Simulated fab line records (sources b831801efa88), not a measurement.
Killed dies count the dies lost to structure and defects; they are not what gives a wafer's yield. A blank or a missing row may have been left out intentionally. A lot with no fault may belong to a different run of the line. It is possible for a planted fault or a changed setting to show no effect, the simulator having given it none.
fab line records	flow sfq_line
[record] lots = 8	wafers = 24	last_day = 87
route steps=325 shown M0@39 I0@45 M1@69 I1@86
lots that met no fault: from a run of the same line without faults
start_h: start of the lot's first displayed wafer, in hours after the record's first day	wait_h: hours elapsed since this lot's preceding step	" same as the row above	L1.1+2: a row that stands for several wafers	- either no value or no given start	* or withheld: withheld	< > ~ a bound
route shown NAME@n: a module of which the file shows steps, and the number in the route of the first	usual: average and standard deviation across the fault-free wafers	same: alike in all rows	chamber/n: place in a boat	sites: the reading at each site	_std_site: their standard deviation	_edge_site: inner sites' mean taken away from outer sites' mean	radius_mm: how far each site lies from the wafer's centre	mask NAME#n: copy n	behind: tool/chamber where the wafer was last shaped	hold: cause of the lot's hold/its duration in hours/its outcome	device: which transistor (n, p or np) failed to switch	end of line: tests of these same wafers at the route's end	for a step that has no rows: nothing shown but its recipe	killed: not the wafer's yield, but the dies lost to structure and defects at the first sort	map: dies across one wafer; x = killed, . = not, _ = none there
set.NAME: the setting the step ran with; set.NAME@STEP: the setting that earlier step ran with	model.NAME: the simulator's own value behind a step, which no gauge read
route steps across a sampled set of lots; one table per step, one row per wafer
services: a tool's chamber out of use, with start hour (start_h, from the record's first day; less than 0 if before it), hours out, and reason
[[steps]]
[step SFQ_TRILAYER_M0_BARC_OPEN_METAL_ETCH_031]
[recipe] mask_material = PR	chemistry = O2	target_depth_nm = 125	target = BARC	icp_w = 600	bias_w = 80	pressure_mtorr = 10	time_s = 41.7
[usual] drypump_motor_current_A = 5.6/0.61	oes_product_au = 0.684/0.0048	run_length_s = 69.8/0.43	time_s = 41.7/0
lot.wafer	tool	chamber	start_h	wait_h	drypump_motor_current_A	oes_product_au	rf_hours_counter_h	run_length_s	time_s
L107.2	rie_metal-03	0	136.25	0.0	5.9	0.686	175	69.4	41.7
L107.5	"	1	"	"	5.7	0.684	-	69.0	41.7
L107.6	"	0	"	"	5.9	0.691	-	69.5	41.7
L108.3	rie_metal-03	0	143.47	0.0	5.9	0.682	-	69.4	41.7
L108.5	"	1	"	"	5.7	0.681	-	69.3	41.7
L108.6	"	0	"	"	5.9	0.693	-	69.3	41.7
L109.2	rie_metal-02	0	147.05	0.0	4.6	0.682	73	69.8	41.7
L109.3	"	1	"	"	5.2	0.677	-	70.4	41.7
L109.4	"	0	"	"	4.6	0.681	-	69.6	41.7
L110.2	rie_metal-02	1	150.65	0.0	5.2	0.680	42	70.3	41.7
L110.3	"	1	"	"	5.3	0.684	-	70.2	41.7
L110.5	"	0	"	"	4.6	0.679	-	69.6	41.7
L113.1	rie_metal-04	1	168.65	0.0	6.6	0.817	153	60.8	29.19
L113.5	"	1	"	"	6.6	0.819	-	61.1	29.19
L113.6	"	0	"	"	5.6	0.811	-	60.3	29.19
L114.2	rie_metal-04	0	174.65	0.0	5.6	0.814	21	60.2	29.19
L114.3	"	0	"	"	5.6	0.821	-	60.0	29.19
L114.4	"	1	"	"	6.6	0.826	-	60.7	29.19
L115.2	rie_metal-02	1	180.65	0.0	5.2	0.823	47	60.6	29.19
L115.5	"	0	"	"	4.6	0.820	-	60.3	29.19
L115.6	"	1	"	"	5.2	0.823	-	60.9	29.19
L116.1	rie_metal-04	0	185.45	0.0	5.6	0.813	24	60.0	29.19
L116.2	"	1	"	"	6.6	0.811	157	61.0	29.19
L116.4	"	1	"	"	6.6	0.809	-	60.6	29.19
[step SFQ_I0_BOW_MEAS_907]
[recipe] mode = bow
[usual] I0_BOW = 0/6.9
lot.wafer	tool	chamber	start_h	wait_h	I0_BOW[um]
L107.2	film_metro-01	-	141.70	2.5	8
L107.5	"	-	"	"	0
L107.6	"	-	"	"	1
L108.3	film_metro-02	-	150.28	2.0	2
L108.5	"	-	"	"	-1
L108.6	"	-	"	"	-2
L109.2	film_metro-02	-	153.26	1.0	5
L109.3	"	-	"	"	-6
L109.4	"	-	"	"	20
L110.2	film_metro-04	-	154.75	1.5	14
L110.3	"	-	"	"	-1
L110.5	"	-	"	"	-4
L113.1	film_metro-01	-	177.24	2.0	-7
L113.5	"	-	"	"	-7
L113.6	"	-	"	"	-4
L114.2	film_metro-01	-	180.26	2.5	-2
L114.3	"	-	"	"	-2
L114.4	"	-	"	"	-11
L115.2	film_metro-02	-	186.26	1.0	-7
L115.5	"	-	"	"	0
L115.6	"	-	"	"	-5
L116.1	film_metro-02	-	190.09	1.5	-3
L116.2	"	-	"	"	4
L116.4	"	-	"	"	2
[step SFQ_TRILAYER_M1_BARC_OPEN_METAL_ETCH_054]
[recipe] mask_material = PR	chemistry = O2	target_depth_nm = 125	target = BARC	icp_w = 600	bias_w = 80	pressure_mtorr = 10	time_s = 41.7
[usual] drypump_motor_current_A = 5.6/0.74	oes_product_au = 0.685/0.0044	run_length_s = 69.9/0.36	time_s = 41.7/0
lot.wafer	tool	chamber	start_h	wait_h	drypump_motor_current_A	oes_product_au	rf_hours_counter_h	run_length_s	time_s
L107.2	rie_metal-04	1	231.15	0.0	6.6	0.688	164	70.3	41.7
L107.5	"	1	"	"	6.6	0.690	-	70.0	41.7
L107.6	"	0	"	"	5.6	0.687	-	69.8	41.7
L108.3	rie_metal-02	0	240.77	0.0	4.6	0.686	-	70.0	41.7
L108.5	"	0	"	"	4.6	0.680	-	69.9	41.7
L108.6	"	1	"	"	5.3	0.676	-	70.4	41.7
L109.2	rie_metal-02	0	249.15	0.0	4.6	0.693	92	69.7	41.7
L109.3	"	1	"	"	5.2	0.690	-	70.1	41.7
L109.4	"	0	"	"	4.6	0.689	-	69.7	41.7
L110.2	rie_metal-04	1	256.35	0.0	6.6	0.691	170	70.3	41.7
L110.3	"	1	"	"	6.6	0.691	-	70.6	41.7
L110.5	"	1	"	"	6.6	0.688	-	70.2	41.7
L113.1	rie_metal-02	0	279.15	0.0	4.7	0.681	98	69.6	41.7
L113.5	"	0	"	"	4.6	0.687	-	69.6	41.7
L113.6	"	1	"	"	5.2	0.685	-	70.3	41.7
L114.2	rie_metal-02	1	281.55	0.0	5.3	0.686	67	70.1	41.7
L114.3	"	0	"	"	4.6	0.691	-	69.9	41.7
L114.4	"	1	"	"	5.3	0.688	-	70.3	41.7
L115.2	rie_metal-02	1	286.35	0.0	5.3	0.675	67	70.2	41.7
L115.5	"	1	"	"	5.2	0.688	-	70.3	41.7
L115.6	"	0	"	"	4.6	0.686	-	69.8	41.7
L116.1	rie_metal-01	0	291.15	0.0	6.5	0.681	79	69.7	41.7
L116.2	"	1	"	"	6.2	0.677	86	70.1	41.7
L116.4	"	1	"	"	6.2	0.688	-	69.3	41.7
[step SFQ_TRILAYER_I1_VIA_STRIP_STRIP_053]
[recipe] gas = O2	power_w = 200	platen_temp_c = 40	overash_fraction = 0.65	chemistry = O2	pressure_mtorr = 50
[usual] drypump_motor_current_A = 6.1/0.42	oes_product_au = 1.001/0.0071
lot.wafer	tool	chamber	start_h	wait_h	drypump_motor_current_A	oes_product_au	rf_hours_counter_h
L107.2	rie_metal-01	0	322.25	-	6.5	1.004	85
L107.5	"	1	"	"	6.2	1.014	-
L107.6	"	0	"	"	6.5	0.997	-
L108.3	rie_metal-01	1	333.25	-	6.2	1.005	-
L108.5	"	1	"	"	6.2	1.007	-
L108.6	"	0	"	"	6.6	0.997	-
L109.2	rie_metal-04	0	342.65	-	5.6	1.008	50
L109.3	"	0	"	"	5.6	1.003	-
L109.4	"	1	"	"	6.5	0.994	-
L110.2	rie_metal-01	0	349.95	-	6.5	1.011	91
L110.3	"	1	"	"	6.2	1.010	-
L110.5	"	0	"	"	6.5	1.000	-
L113.1	rie_metal-04	0	375.15	-	5.6	1.001	56
L113.5	"	1	"	"	6.6	0.986	-
L113.6	"	0	"	"	5.6	1.001	-
L114.2	rie_metal-04	1	377.55	-	6.6	0.996	192
L114.3	"	1	"	"	6.6	0.992	-
L114.4	"	0	"	"	5.6	0.998	-
L115.2	rie_metal-04	1	384.75	-	6.6	0.995	193
L115.5	"	1	"	"	6.6	0.992	-
L115.6	"	0	"	"	5.6	0.993	-
L116.1	rie_metal-04	0	401.50	-	5.6	1.002	62
L116.2	"	0	"	"	5.6	1.006	-
L116.4	"	0	"	"	5.6	1.014	-
[[services]]
tool	chamber	start_h	hours	kind
rie_metal-02	1	114.82	10.3	repair
rie_metal-01	-	149.82	0.7	repair
rie_metal-04	0	204.06	15.5	repair
rie_metal-01	-	223.73	14.6	pm
rie_metal-03	0	247.44	-	clean
rie_metal-03	0	247.44	16.0	scheduled_down
rie_metal-03	0	247.44	16.0	vent_cycle
rie_metal-03	0	265.87	2.5	repair
rie_metal-04	-	354.14	0.6	repair
rie_metal-04	1	386.12	-	clean
rie_metal-04	1	386.12	19.9	scheduled_down
rie_metal-04	1	386.12	19.9	vent_cycle
rie_metal-02	1	386.16	1.8	repair
[[key]]
[first_sign] step = SFQ_TRILAYER_M0_BARC_OPEN_METAL_ETCH_031	reading = time_s	direction = down	sigmas = 99+	usual = *	struck = *
[effect] step = SFQ_TRILAYER_M0_BARC_OPEN_METAL_ETCH_031	reading = oes_product_au	direction = up	sigmas = 28	usual = 0.684	struck = 0.817
met_at SFQ_TRILAYER_M0_BARC_OPEN_METAL_ETCH_031
struck_lots L113,L114,L115,L116
not_acting_at SFQ_I0_BOW_MEAS_907,SFQ_TRILAYER_M1_BARC_OPEN_METAL_ETCH_054,SFQ_TRILAYER_I1_VIA_STRIP_STRIP_053
onset_between 150.65 168.65
[fault] kind = recipe_version_skew	tool = rie_metal-02,rie_metal-03,rie_metal-04	chamber = -	onset_h = 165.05	steps = SFQ_TRILAYER_M0_BARC_OPEN_METAL_ETCH_031	wrong_recipe.time_s = *
